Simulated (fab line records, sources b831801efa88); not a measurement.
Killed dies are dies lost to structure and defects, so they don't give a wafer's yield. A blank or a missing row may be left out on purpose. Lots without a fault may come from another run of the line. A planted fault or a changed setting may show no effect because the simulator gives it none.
Split-lot experiment | flow sfq_line | 5 lots, 27 wafers read, on a route of 325 steps

THE SPLIT
At SFQ_TRILAYER_I2_DEP_PECVD_063 (deposits SiO2 from SiH4/N2O, time 111.11 s, target thk 500 nm), the setting time_s was moved away from the recipe's 111.11 s on 12 of the 27 wafers read, by -17.9% to +26.3%. The other wafers ran this setting at the recipe's value.

The reading is taken at the split's own step.

THE READING
SiO2_of_TRILAYER_I2_DEP_PECVD_063.thk_nm (the simulator's own value, which no gauge read), in nm, at SFQ_TRILAYER_I2_DEP_PECVD_063 (deposits SiO2 from SiH4/N2O, time 111.11 s, target thk 500 nm). The file gives no usual value for it. The 15 wafers here that ran the recipe average 499.5 nm, standard deviation 6.2 nm.

wafer  | tool, chamber at the split | time_s as run, s | against the recipe | SiO2_of_TRILAYER_I2_DEP_PECVD_063.thk_nm, nm | against lot-mates on the recipe
L074.3 | pecvd-03, 0                | 111.11           | recipe             | 500.3                                        | -
L074.5 | pecvd-03, 1                | 111.11           | recipe             | 510.9                                        | -
L074.6 | pecvd-03, 0                | 111.11           | recipe             | 509.8                                        | -
L076.1 | pecvd-01, 1                | 140.3            | +26.3%             | 624.8                                        | +127.4
L076.2 | pecvd-01, 2                | 111.11           | recipe             | 490.7                                        | -
L076.3 | pecvd-01, 0                | 111.11           | recipe             | 496                                          | -
L076.4 | pecvd-01, 1                | 111.11           | recipe             | 505.4                                        | -
L076.5 | pecvd-01, 2                | 140.3            | +26.3%             | 628.6                                        | +131.2
L076.6 | pecvd-01, 0                | 140.3            | +26.3%             | 640.3                                        | +142.9
L077.1 | pecvd-01, 2                | 130              | +17.0%             | 576.4                                        | +75.8
L077.2 | pecvd-01, 0                | 111.11           | recipe             | 497                                          | -
L077.3 | pecvd-01, 1                | 130              | +17.0%             | 580.7                                        | +80.1
L077.4 | pecvd-01, 0                | 111.11           | recipe             | 505.5                                        | -
L077.5 | pecvd-01, 2                | 111.11           | recipe             | 499.3                                        | -
L077.6 | pecvd-01, 1                | 130              | +17.0%             | 592.8                                        | +92.2
L081.1 | pecvd-01, 2                | 111.11           | recipe             | 489.6                                        | -
L081.2 | pecvd-01, 0                | 137.2            | +23.5%             | 611.7                                        | +115.7
L081.3 | pecvd-01, 1                | 137.2            | +23.5%             | 614.3                                        | +118.3
L081.4 | pecvd-01, 0                | 137.2            | +23.5%             | 620.4                                        | +124.4
L081.5 | pecvd-01, 2                | 111.11           | recipe             | 497.9                                        | -
L081.6 | pecvd-01, 1                | 111.11           | recipe             | 500.6                                        | -
L084.1 | pecvd-04, 0                | 111.11           | recipe             | 492.7                                        | -
L084.2 | pecvd-04, 1                | 111.11           | recipe             | 494.5                                        | -
L084.3 | pecvd-04, 2                | 91.24            | -17.9%             | 395.6                                        | -100.8
L084.4 | pecvd-04, 1                | 91.24            | -17.9%             | 413.1                                        | -83.3
L084.5 | pecvd-04, 0                | 91.24            | -17.9%             | 410.8                                        | -85.6
L084.6 | pecvd-04, 2                | 111.11           | recipe             | 501.9                                        | -

THE FIT
A straight line over all 27 wafers: SiO2_of_TRILAYER_I2_DEP_PECVD_063.thk_nm changes by +5.03 nm for each +1% of time_s; r = +1.00; the points scatter about the line by 6.7 nm.
The same after taking each lot's own level away (the mean of its wafers on the recipe; 27 wafers): +5.05 nm for each +1%; r = +1.00; scatter 5.9 nm.
On that fit, the largest move of time_s shifts the reading by 1.3e+02 nm.
The lots' own levels span 496.03 to 507.00 nm, that is 1.8 times the standard deviation above.
So the lot-to-lot level changes the slope little: the two slopes agree.
Check: with one of the wafers moved furthest among these (+26.3%) left out of the fit, the line predicts +133 nm for it against its lot-mates. It came out at +127 nm against them.

OTHER SPLITS ON THESE WAFERS
These wafers also went through other splits before the reading. Each is held against what the fit with the lots' levels taken away leaves over:
other split on the same wafers                  | wafers away from the commonest value | r with SiO2_of_TRILAYER_I2_DEP_PECVD_063.thk_nm (lot level and that fit taken away)
SFQ_TRILAYER_INCOMING_OXIDATION_002 ox_time_s   | 21                                   | +0.08
SFQ_TRILAYER_L0_CAP_PECVD_011 time_s            | 6                                    | +0.03
SFQ_TRILAYER_M0_BARC_OPEN_METAL_ETCH_031 time_s | 9                                    | -0.20
SFQ_TRILAYER_I1_DEP_PECVD_045 time_s            | 9                                    | -0.26

THE WHOLE CHAIN: every reading that the file lists as answering this split, in the file's order
step                          | what it does                                                  | reading                                                                                   | change (the file's fit)              | r (the file's)
SFQ_TRILAYER_I2_DEP_PECVD_063 | deposits SiO2 from SiH4/N2O, time 111.11 s, target thk 500 nm | SiO2_of_TRILAYER_I2_DEP_PECVD_063.thk_nm (the simulator's own value, which no gauge read) | +5.05 nm for each +1% of the setting | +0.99
SFQ_TRILAYER_I2_CMP_CMP_064   | polishes SiO2                                                 | time_to_endpoint_s                                                                        | withheld for each +1% of the setting | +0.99

THE FILE'S OWN FIT
SiO2_of_TRILAYER_I2_DEP_PECVD_063.thk_nm changes by +5.05 nm for each +1% of time_s, r = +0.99.
